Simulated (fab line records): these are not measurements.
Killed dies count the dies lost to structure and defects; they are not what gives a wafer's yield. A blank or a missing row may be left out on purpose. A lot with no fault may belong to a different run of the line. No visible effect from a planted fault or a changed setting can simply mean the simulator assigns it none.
fab line records	flow gf180mcu
record: lots: 24	wafers: 72	last_day: 34
route steps=602 shown NWELL@137 M1@329 V1@340 V4@502 TOP_METAL@570
lots with no fault: from the same line, run without faults
start_h: hours from the record's first day to the start of the lot's first wafer shown	wait_h: hours since the lot's step before	" identical to the entry in the row above	L1.1+2: a single row standing in for several wafers	- value missing, or start not given	* or withheld: withheld	< > ~ a bound
route shown NAME@n: names a module that has steps shown in the file, with the first one's number in the route	usual: the fault-free wafers' mean and standard deviation	same: alike in all rows	chamber/n: place in a boat	sites: each site's reading	_std_site: their standard deviation	_edge_site: inner sites' mean taken away from outer sites' mean	radius_mm: how far each site lies from the wafer's centre	mask NAME#n: copy n	behind: the most recent tool/chamber to have shaped the wafer	hold: why the lot was held/for how many hours/how that ended	device: transistor that didn't switch, given as n, p or np	end of line: the same wafers' tests at the end of the route	step lacking rows: just its recipe	killed: dies that structure and defects cost at the first sort, which is not the same as the wafer's yield	map: per-die view of a wafer (x killed, . not killed, _ where there is no die)
set.NAME: the run value of the setting; set.NAME@STEP: its run value at that earlier step	model.NAME: the simulator's own value behind a step, which no gauge read
steps of the route over a sample of lots; a table a step, a row a wafer
services: from which hour (start_h, from the record's first day; less than 0 if before it) a tool's chamber was out of use, for how many hours, and why
== steps ==
step: GF_VT_IMPLANT_RS_MEAS_47
recipe: thk_meas_gauge: four-point-probe
usual: NWELL_RS: 487.7/1.2
lot.wafer	tool	chamber	start_h	wait_h	NWELL_RS[ohm/sq]
L074.1	film_metro-03	-	158.42	0.1	488.0
L074.2	"	-	"	"	487.3
L074.6	"	-	"	"	488.4
L075.2	film_metro-04	-	162.60	0.1	487.1
L075.4	"	-	"	"	485.6
L075.5	"	-	"	"	487.1
L076.4	film_metro-03	-	172.23	0.1	488.7
L076.5	"	-	"	"	488.1
L076.6	"	-	"	"	489.3
L077.2	film_metro-01	-	177.46	0.1	487.7
L077.3	"	-	"	"	486.9
L077.6	"	-	"	"	488.7
L078.1	film_metro-04	-	185.62	0.1	487.7
L078.2	"	-	"	"	488.3
L078.6	"	-	"	"	487.3
L079.1	film_metro-04	-	192.72	0.1	483.8
L079.3	"	-	"	"	484.2
L079.4	"	-	"	"	485.9
L080.1	film_metro-01	-	195.13	0.1	488.6
L080.3	"	-	"	"	486.8
L080.4	"	-	"	"	489.6
L081.2	film_metro-03	-	205.79	0.1	487.2
L081.4	"	-	"	"	486.6
L081.5	"	-	"	"	488.5
L082.1	film_metro-04	-	212.06	0.1	487.4
L082.5	"	-	"	"	486.0
L082.6	"	-	"	"	487.0
L083.2	film_metro-04	-	216.79	0.1	488.8
L083.4	"	-	"	"	488.4
L083.5	"	-	"	"	487.9
L084.3	film_metro-01	-	228.17	0.1	489.4
L084.4	"	-	"	"	489.9
L084.6	"	-	"	"	489.4
L085.1	film_metro-03	-	232.88	0.1	488.9
L085.2	"	-	"	"	487.5
L085.3	"	-	"	"	486.7
L086.3	film_metro-04	-	239.72	0.1	487.3
L086.4	"	-	"	"	487.3
L086.5	"	-	"	"	487.1
L087.4	film_metro-01	-	243.46	0.1	488.4
L087.5	"	-	"	"	488.1
L087.6	"	-	"	"	488.5
L088.4	film_metro-01	-	252.31	0.1	486.7
L088.5	"	-	"	"	487.2
L088.6	"	-	"	"	487.0
L089.1	film_metro-01	-	260.68	0.1	488.1
L089.3	"	-	"	"	488.8
L089.6	"	-	"	"	489.4
L090.1	film_metro-01	-	265.37	0.1	485.7
L090.2	"	-	"	"	486.8
L090.3	"	-	"	"	485.6
L091.4	film_metro-01	-	271.35	0.1	486.9
L091.5	"	-	"	"	486.9
L091.6	"	-	"	"	486.7
L092.2	film_metro-04	-	278.86	0.1	486.7
L092.3	"	-	"	"	487.5
L092.4	"	-	"	"	487.9
L093.1	film_metro-04	-	285.13	0.1	487.3
L093.3	"	-	"	"	487.7
L093.5	"	-	"	"	486.9
L094.1	film_metro-01	-	294.09	0.1	488.5
L094.4	"	-	"	"	489.0
L094.5	"	-	"	"	487.8
L095.1	film_metro-04	-	298.29	0.1	486.9
L095.4	"	-	"	"	486.9
L095.5	"	-	"	"	488.2
L096.2	film_metro-04	-	305.09	0.1	488.4
L096.4	"	-	"	"	488.4
L096.5	"	-	"	"	489.3
L097.2	film_metro-01	-	319.50	0.1	488.1
L097.3	"	-	"	"	488.6
L097.6	"	-	"	"	488.0
step: GF_M1_CD_MEAS_14
recipe: target_cd_nm: 230
usual: cd_nm: 230.0/1.5
lot.wafer	tool	chamber	start_h	wait_h	cd_nm
L074.1	cd_sem-02	-	384.71	0.1	229.8
L074.2	"	-	"	"	231.3
L074.6	"	-	"	"	229.9
L075.2	cd_sem-02	-	392.37	0.1	232.4
L075.4	"	-	"	"	231.0
L075.5	"	-	"	"	232.0
L076.4	cd_sem-01	-	407.67	0.1	231.6
L076.5	"	-	"	"	232.9
L076.6	"	-	"	"	232.7
L077.2	cd_sem-01	-	412.62	0.1	227.9
L077.3	"	-	"	"	227.3
L077.6	"	-	"	"	228.3
L078.1	cd_sem-02	-	422.91	0.1	230.2
L078.2	"	-	"	"	229.9
L078.6	"	-	"	"	229.8
L079.1	cd_sem-02	-	433.95	0.1	227.9
L079.3	"	-	"	"	227.5
L079.4	"	-	"	"	228.6
L080.1	cd_sem-01	-	435.97	0.1	229.2
L080.3	"	-	"	"	228.9
L080.4	"	-	"	"	229.8
L081.2	cd_sem-02	-	455.48	0.1	230.8
L081.4	"	-	"	"	230.6
L081.5	"	-	"	"	231.0
L082.1	cd_sem-01	-	457.65	0.1	230.6
L082.5	"	-	"	"	231.5
L082.6	"	-	"	"	229.5
L083.2	cd_sem-01	-	465.33	0.1	228.9
L083.4	"	-	"	"	229.5
L083.5	"	-	"	"	230.4
L084.3	cd_sem-01	-	480.21	0.1	227.0
L084.4	"	-	"	"	227.2
L084.6	"	-	"	"	228.5
L085.1	cd_sem-02	-	489.82	0.1	229.1
L085.2	"	-	"	"	229.9
L085.3	"	-	"	"	229.4
L086.3	cd_sem-02	-	495.44	0.1	227.6
L086.4	"	-	"	"	227.9
L086.5	"	-	"	"	228.1
L087.4	cd_sem-01	-	498.83	0.1	229.2
L087.5	"	-	"	"	230.5
L087.6	"	-	"	"	230.3
L088.4	cd_sem-02	-	512.63	0.1	231.4
L088.5	"	-	"	"	231.8
L088.6	"	-	"	"	230.2
L089.1	cd_sem-01	-	520.62	0.1	229.8
L089.3	"	-	"	"	231.5
L089.6	"	-	"	"	231.6
L090.1	cd_sem-01	-	530.06	0.1	229.0
L090.2	"	-	"	"	229.3
L090.3	"	-	"	"	229.4
L091.4	cd_sem-01	-	535.87	0.1	227.9
L091.5	"	-	"	"	230.7
L091.6	"	-	"	"	227.0
L092.2	cd_sem-02	-	543.13	0.1	229.6
L092.3	"	-	"	"	229.8
L092.4	"	-	"	"	228.8
L093.1	cd_sem-02	-	550.72	0.1	232.0
L093.3	"	-	"	"	230.7
L093.5	"	-	"	"	230.7
L094.1	cd_sem-02	-	562.05	0.1	231.4
L094.4	"	-	"	"	232.8
L094.5	"	-	"	"	232.1
L095.1	cd_sem-01	-	564.57	0.1	228.9
L095.4	"	-	"	"	229.4
L095.5	"	-	"	"	230.0
L096.2	cd_sem-02	-	572.17	0.1	232.5
L096.4	"	-	"	"	231.3
L096.5	"	-	"	"	231.5
L097.2	cd_sem-02	-	589.08	0.1	232.2
L097.3	"	-	"	"	231.8
L097.6	"	-	"	"	230.8
step: GF_V1_BOW_MEAS_05
recipe: mode: bow
usual: V1_BOW: 81/7.1
lot.wafer	tool	chamber	start_h	wait_h	V1_BOW[um]
L074.1	film_metro-01	-	386.09	0.1	94
L074.2	"	-	"	"	98
L074.6	"	-	"	"	86
L075.2	film_metro-02	-	393.80	0.2	84
L075.4	"	-	"	"	81
L075.5	"	-	"	"	75
L076.4	film_metro-02	-	409.09	0.2	86
L076.5	"	-	"	"	75
L076.6	"	-	"	"	86
L077.2	film_metro-01	-	414.02	0.1	79
L077.3	"	-	"	"	73
L077.6	"	-	"	"	81
L078.1	film_metro-03	-	424.30	0.1	77
L078.2	"	-	"	"	74
L078.6	"	-	"	"	74
L079.1	film_metro-01	-	435.36	0.1	78
L079.3	"	-	"	"	78
L079.4	"	-	"	"	87
L080.1	film_metro-03	-	437.36	0.2	76
L080.3	"	-	"	"	66
L080.4	"	-	"	"	59
L081.2	film_metro-03	-	456.87	0.3	93
L081.4	"	-	"	"	78
L081.5	"	-	"	"	80
L082.1	film_metro-02	-	459.14	0.2	90
L082.5	"	-	"	"	72
L082.6	"	-	"	"	84
L083.2	film_metro-02	-	466.87	0.1	76
L083.4	"	-	"	"	59
L083.5	"	-	"	"	93
L084.3	film_metro-02	-	481.81	0.1	89
L084.4	"	-	"	"	74
L084.6	"	-	"	"	86
L085.1	film_metro-03	-	491.64	0.2	79
L085.2	"	-	"	"	81
L085.3	"	-	"	"	80
L086.3	film_metro-03	-	496.91	0.2	85
L086.4	"	-	"	"	79
L086.5	"	-	"	"	80
L087.4	film_metro-01	-	500.71	0.2	83
L087.5	"	-	"	"	78
L087.6	"	-	"	"	87
L088.4	film_metro-03	-	514.12	0.2	81
L088.5	"	-	"	"	79
L088.6	"	-	"	"	91
L089.1	film_metro-02	-	522.00	0.2	82
L089.3	"	-	"	"	76
L089.6	"	-	"	"	80
L090.1	film_metro-03	-	531.44	0.2	88
L090.2	"	-	"	"	87
L090.3	"	-	"	"	89
L091.4	film_metro-02	-	537.25	0.2	73
L091.5	"	-	"	"	69
L091.6	"	-	"	"	78
L092.2	film_metro-03	-	544.51	0.3	71
L092.3	"	-	"	"	65
L092.4	"	-	"	"	80
L093.1	film_metro-01	-	552.27	0.1	76
L093.3	"	-	"	"	91
L093.5	"	-	"	"	78
L094.1	film_metro-01	-	563.43	0.2	92
L094.4	"	-	"	"	80
L094.5	"	-	"	"	76
L095.1	film_metro-02	-	566.08	0.2	74
L095.4	"	-	"	"	68
L095.5	"	-	"	"	84
L096.2	film_metro-03	-	573.58	0.2	86
L096.4	"	-	"	"	84
L096.5	"	-	"	"	78
L097.2	film_metro-03	-	590.50	0.2	88
L097.3	"	-	"	"	90
L097.6	"	-	"	"	91
step: GF_V1_THK_MEAS_25
recipe: thk_meas_gauge: xrf	reads: W_of_V1_CVD_23
usual: V1_W_THK: 359/5.1
lot.wafer	tool	chamber	start_h	wait_h	V1_W_THK[nm]
L074.1	film_metro-02	-	410.77	0.1	349
L074.2	"	-	"	"	355
L074.6	"	-	"	"	357
L075.2	film_metro-02	-	418.63	0.1	361
L075.4	"	-	"	"	360
L075.5	"	-	"	"	362
L076.4	film_metro-03	-	434.33	0.1	361
L076.5	"	-	"	"	357
L076.6	"	-	"	"	364
L077.2	film_metro-02	-	439.43	0.1	365
L077.3	"	-	"	"	368
L077.6	"	-	"	"	361
L078.1	film_metro-03	-	450.01	0.1	363
L078.2	"	-	"	"	360
L078.6	"	-	"	"	361
L079.1	film_metro-02	-	461.11	0.1	347
L079.3	"	-	"	"	356
L079.4	"	-	"	"	344
L080.1	film_metro-02	-	463.61	0.1	354
L080.3	"	-	"	"	356
L080.4	"	-	"	"	361
L081.2	film_metro-01	-	482.06	0.1	360
L081.4	"	-	"	"	358
L081.5	"	-	"	"	367
L082.1	film_metro-02	-	484.30	0.1	361
L082.5	"	-	"	"	359
L082.6	"	-	"	"	361
L083.2	film_metro-02	-	491.93	0.1	359
L083.4	"	-	"	"	360
L083.5	"	-	"	"	356
L084.3	film_metro-02	-	506.86	0.1	363
L084.4	"	-	"	"	361
L084.6	"	-	"	"	361
L085.1	film_metro-02	-	515.65	0.1	360
L085.2	"	-	"	"	359
L085.3	"	-	"	"	362
L086.3	film_metro-02	-	521.42	0.1	365
L086.4	"	-	"	"	365
L086.5	"	-	"	"	361
L087.4	film_metro-03	-	524.75	0.1	361
L087.5	"	-	"	"	357
L087.6	"	-	"	"	359
L088.4	film_metro-01	-	538.26	0.1	357
L088.5	"	-	"	"	356
L088.6	"	-	"	"	351
L089.1	film_metro-03	-	545.70	0.1	362
L089.3	"	-	"	"	358
L089.6	"	-	"	"	355
L090.1	film_metro-02	-	555.09	0.1	361
L090.2	"	-	"	"	363
L090.3	"	-	"	"	363
L091.4	film_metro-01	-	560.92	0.1	358
L091.5	"	-	"	"	359
L091.6	"	-	"	"	362
L092.2	film_metro-03	-	568.20	0.1	355
L092.3	"	-	"	"	358
L092.4	"	-	"	"	354
L093.1	film_metro-03	-	574.85	0.1	361
L093.3	"	-	"	"	364
L093.5	"	-	"	"	362
L094.1	film_metro-03	-	586.14	0.1	354
L094.4	"	-	"	"	355
L094.5	"	-	"	"	355
L095.1	film_metro-02	-	588.61	0.1	357
L095.4	"	-	"	"	354
L095.5	"	-	"	"	352
L096.2	film_metro-02	-	596.33	0.1	349
L096.4	"	-	"	"	352
L096.5	"	-	"	"	350
L097.2	film_metro-03	-	612.80	0.1	362
L097.3	"	-	"	"	363
L097.6	"	-	"	"	370
step: GF_V4_CMP_26
recipe: stop_on: SiO2	down_force_psi: 3.5	platen_rpm: 60	t_overpolish_s: 15	target_thk_nm: 0	pad_velocity_m_s: 0.94248
usual: motor_current_A: 10.9/1.1	overpolish_run_s: 15.000/0.0088	slurry_filter_dp_kPa: 13.50/0.14	time_to_endpoint_s: 84/4
lot.wafer	tool	chamber	start_h	wait_h	motor_current_A	overpolish_run_s	slurry_filter_dp_kPa	time_to_endpoint_s
L074.1	cmp-01	0	561.22	0.1	10.5	14.999	13.38	83
L074.2	"	3	"	"	11.8	15.014	13.66	82
L074.6	"	0	"	"	11.2	15.007	13.52	81
L075.4	cmp-02	0	571.20	0.1	9.8	15.006	13.59	81
L075.2	"	2	"	"	11.9	14.987	13.48	82
L075.5	"	0	"	"	10.1	15.007	13.49	83
L076.4	cmp-02	1	583.15	0.1	8.6	15.009	13.45	75
L076.6	"	0	"	"	9.5	15.005	13.59	82
L076.5	"	1	"	"	9.2	14.990	13.56	75
L077.2	cmp-01	0	587.81	0.1	11.0	14.991	13.25	81
L077.3	"	1	"	"	11.4	15.005	13.65	83
L077.6	"	3	"	"	11.7	15.006	13.35	82
L078.2	cmp-02	2	596.94	0.0	10.9	15.011	13.38	81
L078.1	"	0	"	"	9.9	15.008	13.35	82
L078.6	"	3	"	"	9.1	15.007	13.77	83
L079.1	cmp-02	2	605.48	0.1	11.6	14.997	13.30	82
L079.3	"	3	"	"	9.3	14.997	13.28	84
L079.4	"	0	"	"	10.0	14.994	13.58	78
L080.3	cmp-02	2	607.55	0.0	11.3	15.006	13.47	82
L080.4	"	0	"	"	10.0	15.004	13.55	83
L080.1	"	1	"	"	8.9	14.997	13.52	73
L081.4	cmp-01	0	623.84	0.1	10.9	15.008	13.82	84
L081.2	"	2	"	"	11.2	14.984	13.55	92
L081.5	"	3	"	"	11.5	15.003	13.59	85
L082.1	cmp-01	2	626.39	0.1	11.3	14.994	13.44	91
L082.5	"	0	"	"	11.0	14.998	13.70	87
L082.6	"	1	"	"	12.5	14.993	13.36	81
L083.4	cmp-01	0	633.59	0.0	10.9	14.985	13.61	88
L083.2	"	1	"	"	11.3	14.980	13.65	88
L083.5	"	1	"	"	11.6	14.991	13.46	88
L084.4	cmp-01	2	646.67	0.1	11.7	15.016	13.69	88
L084.3	"	3	"	"	12.2	14.992	13.49	87
L084.6	"	1	"	"	11.8	14.992	13.49	87
L085.2	cmp-01	1	653.78	0.0	11.6	14.996	13.50	84
L085.3	"	2	"	"	11.6	14.991	13.63	91
L085.1	"	3	"	"	12.8	14.982	13.51	86
L086.3	cmp-01	2	657.27	0.1	11.2	14.996	13.43	89
L086.4	"	3	"	"	11.9	14.988	13.55	88
L086.5	"	2	"	"	11.3	15.003	13.41	94
L087.4	cmp-01	2	661.05	0.1	11.0	14.989	13.24	91
L087.5	"	0	"	"	10.4	14.994	13.45	89
L087.6	"	1	"	"	11.8	15.000	13.42	85
L088.4	cmp-01	0	672.36	0.2	10.6	15.012	13.66	90
L088.6	"	1	"	"	11.5	14.998	13.35	90
L088.5	"	2	"	"	11.7	14.993	13.63	90
L089.1	cmp-01	2	677.62	0.1	11.1	14.994	13.62	88
L089.3	"	3	"	"	13.1	14.997	13.79	81
L089.6	"	1	"	"	11.7	14.997	13.35	80
L090.2	cmp-01	0	686.95	0.0	10.5	15.010	13.44	83
L090.1	"	2	"	"	12.1	15.011	13.51	86
L090.3	"	3	"	"	12.1	14.996	13.53	81
L091.4	cmp-02	1	691.52	0.1	8.4	14.998	13.38	76
L091.6	"	0	"	"	9.3	14.996	13.44	83
L091.5	"	1	"	"	8.8	14.993	13.64	75
L092.3	cmp-01	3	696.44	0.0	12.1	15.018	13.59	84
L092.2	"	0	"	"	11.0	15.005	13.67	83
L092.4	"	2	"	"	11.2	14.976	13.24	85
L093.1	cmp-01	1	705.50	0.1	11.7	15.013	13.49	86
L093.3	"	3	"	"	12.5	15.001	13.53	85
L093.5	"	1	"	"	11.4	15.007	13.71	85
L094.1	cmp-02	3	712.57	0.1	8.9	15.016	13.53	85
L094.4	"	1	"	"	8.8	15.002	13.69	78
L094.5	"	0	"	"	10.2	14.998	13.49	83
L095.1	cmp-02	2	716.02	0.1	11.4	15.006	13.61	84
L095.4	"	0	"	"	9.9	14.999	13.36	83
L095.5	"	1	"	"	8.7	15.008	13.52	73
L096.4	cmp-01	0	722.16	0.0	10.8	14.999	13.50	83
L096.2	"	1	"	"	11.2	15.002	13.55	84
L096.5	"	1	"	"	11.6	15.009	13.63	84
L097.3	cmp-01	3	735.82	0.0	12.1	15.000	13.56	83
L097.2	"	2	"	"	11.4	14.989	13.44	87
L097.6	"	3	"	"	12.3	15.002	13.42	85
step: GF_TOP_METAL_SPUTTER_03
recipe: material: Ti	target_thk_nm: 5	substrate_temp_c: 300	chamber_pressure_pa: 0.3	power_w: 3000	time_s: 3.3
usual: throttle_valve_pct: 29.7/1.2
lot.wafer	tool	chamber	start_h	wait_h	throttle_valve_pct
L074.1	pvd_sputter-04	-	628.27	0.0	28.9
L074.2	"	-	"	"	29.7
L074.6	"	-	"	"	29.2
L075.2	pvd_sputter-01	-	638.70	0.0	30.3
L075.4	"	-	"	"	29.2
L075.5	"	-	"	"	29.4
L076.4	pvd_sputter-02	-	649.33	0.0	31.8
L076.5	"	-	"	"	30.5
L076.6	"	-	"	"	31.8
L077.2	pvd_sputter-02	-	653.08	0.0	31.9
L077.3	"	-	"	"	30.4
L077.6	"	-	"	"	30.5
L078.1	pvd_sputter-04	-	662.80	0.0	29.3
L078.2	"	-	"	"	29.2
L078.6	"	-	"	"	29.7
L079.1	pvd_sputter-04	-	670.16	0.0	29.0
L079.3	"	-	"	"	29.0
L079.4	"	-	"	"	29.3
L080.1	pvd_sputter-02	-	671.81	0.0	28.0
L080.3	"	-	"	"	30.5
L080.4	"	-	"	"	29.4
L081.2	pvd_sputter-04	-	686.81	0.0	29.9
L081.4	"	-	"	"	29.0
L081.5	"	-	"	"	28.9
L082.1	pvd_sputter-02	-	690.26	0.0	30.3
L082.5	"	-	"	"	29.3
L082.6	"	-	"	"	31.9
L083.2	pvd_sputter-02	-	695.92	0.0	31.7
L083.4	"	-	"	"	28.3
L083.5	"	-	"	"	28.0
L084.3	pvd_sputter-02	-	708.70	0.0	30.3
L084.4	"	-	"	"	28.0
L084.6	"	-	"	"	30.6
L085.1	pvd_sputter-04	-	714.50	0.0	29.1
L085.2	"	-	"	"	29.1
L085.3	"	-	"	"	29.2
L086.3	pvd_sputter-02	-	717.96	0.0	30.5
L086.4	"	-	"	"	28.1
L086.5	"	-	"	"	31.8
L087.4	pvd_sputter-01	-	720.89	0.0	29.6
L087.5	"	-	"	"	30.1
L087.6	"	-	"	"	32.4
L088.4	pvd_sputter-01	-	731.51	0.0	32.4
L088.5	"	-	"	"	29.2
L088.6	"	-	"	"	29.6
L089.1	pvd_sputter-02	-	736.48	0.0	29.5
L089.3	"	-	"	"	30.5
L089.6	"	-	"	"	28.0
L090.1	pvd_sputter-01	-	743.94	0.0	29.1
L090.2	"	-	"	"	30.0
L090.3	"	-	"	"	29.2
L091.4	pvd_sputter-02	-	749.87	0.0	28.1
L091.5	"	-	"	"	30.4
L091.6	"	-	"	"	28.2
L092.2	pvd_sputter-04	-	753.57	0.0	30.0
L092.3	"	-	"	"	29.0
L092.4	"	-	"	"	28.9
L093.1	pvd_sputter-04	-	761.41	0.0	29.0
L093.3	"	-	"	"	29.7
L093.5	"	-	"	"	29.3
L094.1	pvd_sputter-04	-	766.45	0.0	29.2
L094.4	"	-	"	"	29.1
L094.5	"	-	"	"	29.0
L095.1	pvd_sputter-04	-	772.36	0.0	28.8
L095.4	"	-	"	"	29.0
L095.5	"	-	"	"	29.0
L096.2	pvd_sputter-01	-	776.83	0.0	32.7
L096.4	"	-	"	"	29.5
L096.5	"	-	"	"	30.2
L097.2	pvd_sputter-02	-	789.05	0.0	29.7
L097.3	"	-	"	"	27.9
L097.6	"	-	"	"	30.4
== services ==
tool	chamber	start_h	hours	kind
cmp-01	-	539.50	17.0	pm
pvd_sputter-02	-	548.33	4.6	repair
cmp-01	-	572.00	4.0	pm
cmp-01	-	576.00	-	consumable_replace:conditioner
cmp-01	-	576.00	-	consumable_replace:pad
cmp-01	-	578.68	7.5	pm
pvd_sputter-02	-	583.26	6.2	repair
cmp-01	-	587.20	0.4	repair
cmp-02	-	609.25	4.4	repair
pvd_sputter-02	3	616.28	-	consumable_replace:kit
pvd_sputter-02	3	616.28	18.0	scheduled_down
pvd_sputter-02	3	616.28	18.0	vent_cycle
pvd_sputter-01	-	619.37	4.2	repair
pvd_sputter-01	-	629.73	3.0	repair
cmp-01	-	668.11	2.3	repair
pvd_sputter-04	-	672.51	0.8	repair
pvd_sputter-02	-	686.10	3.9	repair
pvd_sputter-02	2	705.97	-	consumable_replace:kit
pvd_sputter-04	-	716.80	26.4	repair
pvd_sputter-02	-	731.42	4.7	repair
cmp-02	-	744.45	4.0	pm
cmp-02	-	753.56	8.4	pm
cmp-01	-	765.49	0.9	repair
cmp-01	-	775.67	2.1	repair
== key ==
fault none
